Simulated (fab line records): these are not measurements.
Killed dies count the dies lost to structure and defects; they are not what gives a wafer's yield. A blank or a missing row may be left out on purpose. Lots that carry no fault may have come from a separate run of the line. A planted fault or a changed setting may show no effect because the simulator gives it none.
8D (eight disciplines) problem report, filled in by code / flow sfq_line / the parts of the form that need people (team, actions taken, sign-off) are left out

1. THE PROBLEM
Wafers without a fault read 70.2 s, standard deviation 0.4; run_length_s at SFQ_TRILAYER_I6_VIA_BARC_OPEN_VIA_ETCH_235 reads a mean of 74.1 s on 3 wafers belonging to 3 lots. Relative to the usual mean, that is a shift of +9.8 standard deviations.
The step: etches BARC in O2, target depth 125 nm, time 41.7 s.
First observed at day 81 03:48: wafer L233.5, on rie_diel-03. The record holds 18 wafers of 7 lots with a number at this step. By rule, "out" or "out of limits" means more than 4 standard deviations away from the usual mean. Any other wafer with a number is counted as sound.

2. WHAT IT IS AND WHAT IT IS NOT
question=which readings at this step | is=run_length_s, oes_product_au | is not=drypump_motor_current_A, rf_fwd_power_W
question=which lots | is=L233, L234, L238 | is not=L227, L229, L237, L244
question=which wafers of those lots | is=L233.5, L234.5, L238.5 | is not=L233.2, L234.2, L238.4
question=read on which tools | is=rie_diel-03 | is not=rie_diel-04
question=when | is=from day 81 03:48 | is not=up to then (7 sound wafers); but 8 sound wafers of L234, L237, L238, L244 came after

3. WHAT RULES OUT EACH SUSPECT
Counting: any tool at a process step up to the reading remains a suspect provided it ran every lot that is out. Sound lots after the first of them don't rule it out here, since some wafers of a struck lot are sound.
- cmp-01 at SFQ_TRILAYER_I6_CMP_CMP_166 (polishes SiO2): kept. Every lot that is out went through it, the first being L233 (day 77 03:01); the last sound lot it ran before that was L227 (day 76 07:57).
- rie_diel-03 at SFQ_TRILAYER_I6_VIA_BARC_OPEN_VIA_ETCH_235 (etches BARC in O2, target depth 125 nm, time 41.7 s): kept. Every lot that is out went through it, the first being L233 (day 81 03:48); the last sound lot it ran before that was L229 (day 76 19:27). Out on those wafers are its own readings of oes_product_au, run_length_s.
The count leaves rie_diel-03 at SFQ_TRILAYER_I6_VIA_BARC_OPEN_VIA_ETCH_235 and cmp-01 at SFQ_TRILAYER_I6_CMP_CMP_166.

4. THE CAUSE (what the simulator had put in)
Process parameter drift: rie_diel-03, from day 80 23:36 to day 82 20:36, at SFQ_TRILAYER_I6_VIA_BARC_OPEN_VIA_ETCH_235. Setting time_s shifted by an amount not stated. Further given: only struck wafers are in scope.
This tool is one of the 2 suspects left after counting.

5. THE EFFECT CHAIN, in route order
Each row: a reading whose mean over the struck wafers that have a number lies more than 3 standard deviations from the usual. Readings are gone through only where the record gives a usual standard deviation; hours: the median, over the lots, of the time from a lot's start at the first step in this table giving one to that lot's start at this step; sigmas: the change measured in usual standard deviations.
hours=0; step=SFQ_TRILAYER_I6_VIA_BARC_OPEN_VIA_ETCH_235; reading=oes_product_au; usual=0.685 a.u.; on struck wafers=0.662; change=-0.023; sigmas=-5.3
hours=0; step=SFQ_TRILAYER_I6_VIA_BARC_OPEN_VIA_ETCH_235; reading=run_length_s; usual=70.2 s; on struck wafers=74.1; change=+3.9; sigmas=+9.8
Its process steps:
- SFQ_TRILAYER_I6_VIA_BARC_OPEN_VIA_ETCH_235: etches BARC in O2, target depth 125 nm, time 41.7 s.

6. WHAT WOULD HAVE CAUGHT IT SOONER
In this record the first reading out of limits was taken at day 81 03:48, 4 hours after the fault began at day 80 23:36.
